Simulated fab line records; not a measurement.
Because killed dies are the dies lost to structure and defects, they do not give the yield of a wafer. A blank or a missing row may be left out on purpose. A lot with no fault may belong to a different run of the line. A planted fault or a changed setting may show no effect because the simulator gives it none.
The tool behind it: which one? / flow sky130 / 39 wafers from 13 lots sampled at 2 of the route's 708 steps

== WHAT EACH GAUGE READ, for each wafer ==
SKY_SONOS_TUNNEL_TW_MEAS_12. Usual: for SONOS_TUNNEL_TW the level is 197.0 and the standard deviation is 0.9.
lot=L954; measured=day 11 07:40; on=film metro-01; SONOS_TUNNEL_TW=199.2 197.5 198.1; flag=
lot=L956; measured=day 12 19:08; on=film metro-02; SONOS_TUNNEL_TW=196.6 197.1 196.9; flag=
lot=L957; measured=day 14 02:49; on=film metro-04; SONOS_TUNNEL_TW=198.0 197.5 198.0; flag=
lot=L958; measured=day 14 03:14; on=film metro-01; SONOS_TUNNEL_TW=197.7 196.3 197.5; flag=
lot=L959; measured=day 14 13:02; on=film metro-01; SONOS_TUNNEL_TW=195.5 196.7 197.0; flag=
lot=L962; measured=day 14 18:19; on=film metro-01; SONOS_TUNNEL_TW=195.9 196.7 196.7; flag=
lot=L966; measured=day 15 19:59; on=film metro-01; SONOS_TUNNEL_TW=196.7 197.2 196.2; flag=
lot=L968; measured=day 17 03:05; on=film metro-01; SONOS_TUNNEL_TW=195.7 197.1 195.8; flag=
lot=L971; measured=day 17 20:49; on=film metro-01; SONOS_TUNNEL_TW=194.8 196.6 196.4; flag=
lot=L970; measured=day 17 23:46; on=film metro-02; SONOS_TUNNEL_TW=196.8 196.4 196.3; flag=
lot=L973; measured=day 18 07:46; on=film metro-04; SONOS_TUNNEL_TW=197.9 196.7 196.8; flag=
lot=L974; measured=day 18 15:11; on=film metro-01; SONOS_TUNNEL_TW=196.8 196.4 197.0; flag=
lot=L976; measured=day 19 00:57; on=film metro-04; SONOS_TUNNEL_TW=197.9 198.5 197.9; flag=

SKY_SONOS_ONO_THK_MEAS_03. Usual: for SONOS_ONO_CVD_02_THK the level is 10.49 nm and the standard deviation is 0.14.
lot=L954; measured=day 11 12:45; on=film metro-02; SONOS_ONO_CVD_02_THK (nm)=10.50 10.38 10.42; flag=
lot=L956; measured=day 13 00:29; on=film metro-04; SONOS_ONO_CVD_02_THK (nm)=10.77 10.67 10.68; flag=
lot=L957; measured=day 14 05:21; on=film metro-02; SONOS_ONO_CVD_02_THK (nm)=10.35 10.53 10.35; flag=
lot=L958; measured=day 14 08:11; on=film metro-04; SONOS_ONO_CVD_02_THK (nm)=10.96 10.87 10.76; flag=
lot=L959; measured=day 14 15:34; on=film metro-02; SONOS_ONO_CVD_02_THK (nm)=10.63 10.72 10.61; flag=
lot=L962; measured=day 15 00:16; on=film metro-02; SONOS_ONO_CVD_02_THK (nm)=10.56 10.50 10.55; flag=
lot=L966; measured=day 16 04:52; on=film metro-02; SONOS_ONO_CVD_02_THK (nm)=10.20 10.46 10.31; flag=
lot=L968; measured=day 17 06:35; on=film metro-04; SONOS_ONO_CVD_02_THK (nm)=10.50 10.40 10.55; flag=
lot=L971; measured=day 18 00:13; on=film metro-02; SONOS_ONO_CVD_02_THK (nm)=10.61 10.42 10.51; flag=
lot=L970; measured=day 18 04:28; on=film metro-04; SONOS_ONO_CVD_02_THK (nm)=10.51 10.50 10.47; flag=
lot=L973; measured=day 18 13:08; on=film metro-02; SONOS_ONO_CVD_02_THK (nm)=10.43 10.37 10.30; flag=
lot=L974; measured=day 19 01:57; on=film metro-03; SONOS_ONO_CVD_02_THK (nm)=10.46 10.48 10.45; flag=
lot=L976; measured=day 19 06:07; on=film metro-04; SONOS_ONO_CVD_02_THK (nm)=10.61 10.56 10.59; flag=

== EACH LOT AND THE TOOL THAT RAN IT (in order: tool; ch and the chambers of the sampled wafers; start) ==
The record shows no process step preceding these readings.

== AS READ BY THE TOOLS THEMSELVES (means over the sampled wafers that have a number; for cases with no such wafer, the mark the record gives instead) ==
The record holds no such reading with a usual standard deviation.

== THE ANSWER, worked out from the rows above alone ==
Rule: take the mean of a lot's wafers that have a number; if it is more than 3 standard deviations from the usual mean, the lot is off. Also off: a lot with no number at a reading for which 4 or more lots have one. Where the step has rows for the other lots, those lots are counted as sound. Order of review: gauges by route order, followed by the tools' own readings, for which a lot's mean as printed above is used. The first step at which some lot is off is used, and at that step the reading that is off furthest; a lot without a number counts as furthest.
No lot is off on any of the readings shown, so nothing can be concluded from this.

== WHAT HAD BEEN PUT IN BY THE SIMULATOR ==
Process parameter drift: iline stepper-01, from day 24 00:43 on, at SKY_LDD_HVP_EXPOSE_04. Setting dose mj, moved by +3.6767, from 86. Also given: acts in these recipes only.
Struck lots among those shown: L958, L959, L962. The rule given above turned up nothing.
